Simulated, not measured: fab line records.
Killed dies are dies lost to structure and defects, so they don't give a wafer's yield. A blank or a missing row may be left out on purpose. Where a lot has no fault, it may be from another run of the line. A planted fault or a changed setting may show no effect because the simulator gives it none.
Matching of chambers / flow sky130 / SKY_LI_CONTACT_ETCH_14 on rie diel-03: 4 sister chambers
The step etches BARC in N2/H2, stops on SiO2, time 45.9 s, target depth 60 nm. 36 wafers are shown with their chamber, then 12 later ones without.

## EACH WAFER AND ITS CHAMBER
wafer=L075.1; chamber=0; throttle valve pct (%)=13.227; oes product au (a.u.)=0.852
wafer=L075.3; chamber=1; throttle valve pct (%)=13.221; oes product au (a.u.)=0.851
wafer=L075.4; chamber=2; throttle valve pct (%)=13.222; oes product au (a.u.)=0.857
wafer=L076.1; chamber=0; throttle valve pct (%)=13.223; oes product au (a.u.)=0.859
wafer=L076.2; chamber=2; throttle valve pct (%)=13.218; oes product au (a.u.)=0.852
wafer=L076.3; chamber=1; throttle valve pct (%)=13.224; oes product au (a.u.)=0.850
wafer=L076.4; chamber=3; throttle valve pct (%)=13.234; oes product au (a.u.)=0.853
wafer=L076.5; chamber=2; throttle valve pct (%)=13.215; oes product au (a.u.)=0.855
wafer=L076.6; chamber=3; throttle valve pct (%)=13.220; oes product au (a.u.)=0.851
wafer=L078.1; chamber=1; throttle valve pct (%)=13.224; oes product au (a.u.)=0.855
wafer=L078.4; chamber=0; throttle valve pct (%)=13.217; oes product au (a.u.)=0.852
wafer=L078.6; chamber=0; throttle valve pct (%)=13.226; oes product au (a.u.)=0.859
wafer=L080.3; chamber=1; throttle valve pct (%)=13.232; oes product au (a.u.)=0.859
wafer=L080.5; chamber=1; throttle valve pct (%)=13.237; oes product au (a.u.)=0.858
wafer=L080.6; chamber=0; throttle valve pct (%)=13.236; oes product au (a.u.)=0.853
wafer=L081.3; chamber=3; throttle valve pct (%)=13.203; oes product au (a.u.)=0.861
wafer=L081.4; chamber=1; throttle valve pct (%)=13.214; oes product au (a.u.)=0.861
wafer=L081.6; chamber=2; throttle valve pct (%)=13.220; oes product au (a.u.)=0.847
wafer=L082.1; chamber=1; throttle valve pct (%)=13.216; oes product au (a.u.)=0.847
wafer=L082.2; chamber=2; throttle valve pct (%)=13.241; oes product au (a.u.)=0.861
wafer=L082.3; chamber=3; throttle valve pct (%)=13.235; oes product au (a.u.)=0.858
wafer=L083.1; chamber=2; throttle valve pct (%)=13.217; oes product au (a.u.)=0.851
wafer=L083.2; chamber=1; throttle valve pct (%)=13.226; oes product au (a.u.)=0.856
wafer=L083.3; chamber=0; throttle valve pct (%)=13.230; oes product au (a.u.)=0.854
wafer=L083.4; chamber=3; throttle valve pct (%)=13.226; oes product au (a.u.)=0.855
wafer=L083.5; chamber=2; throttle valve pct (%)=13.231; oes product au (a.u.)=0.850
wafer=L083.6; chamber=1; throttle valve pct (%)=13.232; oes product au (a.u.)=0.859
wafer=L084.2; chamber=1; throttle valve pct (%)=13.218; oes product au (a.u.)=0.861
wafer=L084.3; chamber=2; throttle valve pct (%)=13.220; oes product au (a.u.)=0.848
wafer=L084.6; chamber=1; throttle valve pct (%)=13.221; oes product au (a.u.)=0.853
wafer=L087.1; chamber=1; throttle valve pct (%)=13.219; oes product au (a.u.)=0.856
wafer=L087.2; chamber=3; throttle valve pct (%)=13.210; oes product au (a.u.)=0.852
wafer=L087.5; chamber=3; throttle valve pct (%)=13.220; oes product au (a.u.)=0.847
wafer=L091.1; chamber=0; throttle valve pct (%)=13.233; oes product au (a.u.)=0.848
wafer=L091.2; chamber=2; throttle valve pct (%)=13.223; oes product au (a.u.)=0.853
wafer=L091.3; chamber=1; throttle valve pct (%)=13.233; oes product au (a.u.)=0.854

SIGNATURES (averages over the wafers above)
reading=throttle valve pct; chamber 0=13.22743; chamber 1=13.22438; chamber 2=13.22300; chamber 3=13.22114; scatter within a chamber=0.00835
reading=oes product au; chamber 0=0.85386; chamber 1=0.85538; chamber 2=0.85267; chamber 3=0.85386; scatter within a chamber=0.00435
Rule: for each reading, subtract the chamber's mean from the wafer's reading, divide by that reading's scatter and square the result; add these up over the readings and take the root, which gives the wafer's distance from the chamber. If the next closest chamber is less than 2 further off than the closest, the wafer can't be placed; otherwise it belongs to the closest. The scatter: take each reading less its chamber's mean, square it, sum over the shown wafers, divide by the number of wafers less the number of chambers, and take the root.

## WAFERS WHOSE CHAMBER IS MISSING
wafer=L091.4; throttle valve pct (%)=13.227; oes product au (a.u.)=0.856
wafer=L091.5; throttle valve pct (%)=13.223; oes product au (a.u.)=0.856
wafer=L091.6; throttle valve pct (%)=13.228; oes product au (a.u.)=0.857
wafer=L092.1; throttle valve pct (%)=13.219; oes product au (a.u.)=0.850
wafer=L092.2; throttle valve pct (%)=13.219; oes product au (a.u.)=0.855
wafer=L092.3; throttle valve pct (%)=13.224; oes product au (a.u.)=0.848
wafer=L092.4; throttle valve pct (%)=13.208; oes product au (a.u.)=0.860
wafer=L092.5; throttle valve pct (%)=13.228; oes product au (a.u.)=0.855
wafer=L092.6; throttle valve pct (%)=13.221; oes product au (a.u.)=0.858
wafer=L095.1; throttle valve pct (%)=13.215; oes product au (a.u.)=0.849
wafer=L095.4; throttle valve pct (%)=13.221; oes product au (a.u.)=0.857
wafer=L095.6; throttle valve pct (%)=13.223; oes product au (a.u.)=0.847

## THE CHAMBER EACH PASSED THROUGH
wafer=L091.4; from the rows above=can't be placed: 1 or 0 or 3 or 2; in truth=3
wafer=L091.5; from the rows above=can't be placed: 1 or 3 or 0 or 2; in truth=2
wafer=L091.6; from the rows above=can't be placed: 1 or 0 or 3 or 2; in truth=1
wafer=L092.1; from the rows above=can't be placed: 2 or 3 or 0 or 1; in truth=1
wafer=L092.2; from the rows above=can't be placed: 3 or 1 or 2 or 0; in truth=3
wafer=L092.3; from the rows above=can't be placed: 2 or 3 or 0 or 1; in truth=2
wafer=L092.4; from the rows above=can't be placed: 3 or 1 or 2 or 0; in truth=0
wafer=L092.5; from the rows above=can't be placed: 0 or 1 or 2 or 3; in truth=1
wafer=L092.6; from the rows above=can't be placed: 1 or 3 or 0 or 2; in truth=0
wafer=L095.1; from the rows above=can't be placed: 2 or 3 or 1 or 0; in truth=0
wafer=L095.4; from the rows above=can't be placed: 1 or 3 or 2 or 0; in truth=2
wafer=L095.6; from the rows above=can't be placed: 2 or 3 or 0 or 1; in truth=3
Correctly placed: 0 of 12. Can't be placed from these rows: 12 (the true chamber is among the candidates in 12). 0 placed wrongly.
